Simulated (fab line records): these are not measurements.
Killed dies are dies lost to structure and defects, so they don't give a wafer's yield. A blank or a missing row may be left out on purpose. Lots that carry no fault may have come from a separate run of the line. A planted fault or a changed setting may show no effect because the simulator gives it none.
Shared-tool check / flow gf180mcu / 12 lots, 36 wafers sampled

== WHAT PROMPTED THE OPENING ==
GF_STI_THK_MEAS_04, reading STI_CVD_03_THK: flagged on 3 of 12 lots. Fault-free wafers read 207.2 nm, with a standard deviation of 1.7.
Rule: a lot gets a flag if all its wafers with a number sit over 4 standard deviations from that mean, or if no wafer of it has a number. As for the other lots, they are considered sound.

lot=L352; measured=day 1 23:34; on=film_metro-01; STI_CVD_03_THK (nm), wafer by wafer=208.6 208.3 209.3; flag=
lot=L353; measured=day 2 05:11; on=film_metro-01; STI_CVD_03_THK (nm), wafer by wafer=206.7 206.7 206.0; flag=
lot=L354; measured=day 2 09:34; on=film_metro-01; STI_CVD_03_THK (nm), wafer by wafer=212.5 210.5 211.4; flag=
lot=L355; measured=day 2 14:38; on=film_metro-04; STI_CVD_03_THK (nm), wafer by wafer=208.9 208.5 208.0; flag=
lot=L359; measured=day 3 12:26; on=film_metro-02; STI_CVD_03_THK (nm), wafer by wafer=208.7 207.6 206.8; flag=
lot=L360; measured=day 3 15:45; on=film_metro-04; STI_CVD_03_THK (nm), wafer by wafer=206.4 205.1 206.9; flag=
lot=L361; measured=day 3 20:34; on=film_metro-01; STI_CVD_03_THK (nm), wafer by wafer=155.6 154.1 153.8; flag=FLAGGED
lot=L362; measured=day 4 02:12; on=film_metro-01; STI_CVD_03_THK (nm), wafer by wafer=152.7 156.6 152.7; flag=FLAGGED
lot=L364; measured=day 4 12:12; on=film_metro-01; STI_CVD_03_THK (nm), wafer by wafer=209.8 210.7 211.1; flag=
lot=L365; measured=day 4 16:34; on=film_metro-01; STI_CVD_03_THK (nm), wafer by wafer=150.9 151.8 153.7; flag=FLAGGED
lot=L369; measured=day 5 15:08; on=film_metro-04; STI_CVD_03_THK (nm), wafer by wafer=205.0 206.9 205.0; flag=
lot=L373; measured=day 6 08:59; on=film_metro-04; STI_CVD_03_THK (nm), wafer by wafer=207.3 206.1 205.6; flag=
The mean of the flagged lots' numbers is 153.5 nm, -53.7 nm from the usual (-32 standard deviations).

== WHICH TOOL EACH LOT WENT THROUGH ==
The record keeps 1 process step preceding the reading, out of 602 steps on the route. Cell contents, in order: the tool; ch with the chambers the sampled wafers went through; the start.
lot=L352; flag=; GF_STI_CVD_03=lpcvd-02 ch 0, day 1 21:34
lot=L353; flag=; GF_STI_CVD_03=lpcvd-01 ch 0, day 2 03:11
lot=L354; flag=; GF_STI_CVD_03=lpcvd-01 ch 1, day 2 07:35
lot=L355; flag=; GF_STI_CVD_03=lpcvd-01 ch 1, day 2 12:39
lot=L359; flag=; GF_STI_CVD_03=lpcvd-02 ch 1, day 3 10:26
lot=L360; flag=; GF_STI_CVD_03=lpcvd-02 ch 1, day 3 13:46
lot=L361; flag=FLAGGED; GF_STI_CVD_03=lpcvd-01 ch 1, day 3 18:35
lot=L362; flag=FLAGGED; GF_STI_CVD_03=lpcvd-01 ch 1, day 4 00:13
lot=L364; flag=; GF_STI_CVD_03=lpcvd-02 ch 1, day 4 10:13
lot=L365; flag=FLAGGED; GF_STI_CVD_03=lpcvd-01 ch 1, day 4 14:34
lot=L369; flag=; GF_STI_CVD_03=lpcvd-02 ch 1, day 5 13:08
lot=L373; flag=; GF_STI_CVD_03=lpcvd-02 ch 0, day 6 06:59
What the steps here do:
- GF_STI_CVD_03: deposits Si3N4 from DCS/NH3, target thk 207.16 nm, time 3551 s.
- GF_STI_THK_MEAS_04

== FLAGGED AGAINST TOTAL, ONE TOOL AT A TIME (gauges that did the reading follow at the end) ==
step=GF_STI_CVD_03; tool=lpcvd-01; lots run=6; flagged=3; share of the flagged lots=all; sound lots run after its first flagged lot=0
step=GF_STI_CVD_03; tool=lpcvd-02; lots run=6; flagged=0; share of the flagged lots=none; sound lots run after its first flagged lot=-
step=GF_STI_THK_MEAS_04; tool=film_metro-01; lots run=7; flagged=3; share of the flagged lots=all; sound lots run after its first flagged lot=1 (L364)
step=GF_STI_THK_MEAS_04; tool=film_metro-02; lots run=1; flagged=0; share of the flagged lots=none; sound lots run after its first flagged lot=-
step=GF_STI_THK_MEAS_04; tool=film_metro-04; lots run=4; flagged=0; share of the flagged lots=none; sound lots run after its first flagged lot=-

== WHAT THE TABLE ALLOWS ==
lpcvd-01 at GF_STI_CVD_03 and film_metro-01 at GF_STI_THK_MEAS_04 are the 2 rows of the table that ran each flagged lot.
- lpcvd-01 at GF_STI_CVD_03: 3 of its 6 lots flagged. It ran its last sound lot, L355, at day 2 12:39 and its first flagged lot, L361, at day 3 18:35: a fault with its onset between the two fits.
- film_metro-01 at GF_STI_THK_MEAS_04: 3 of its 7 lots flagged. Lots that were sound ran on it after the first flagged one (L364); a persistent fault on the entire tool would not allow that.
Left over: one tool, lpcvd-01 at GF_STI_CVD_03.

== WHAT HAD BEEN PUT IN BY THE SIMULATOR ==
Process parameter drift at GF_STI_CVD_03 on lpcvd-01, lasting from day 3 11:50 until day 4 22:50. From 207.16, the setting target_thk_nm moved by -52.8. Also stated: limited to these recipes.
Lots struck among those shown: L361, L362, L365. The same result came from the rule above.
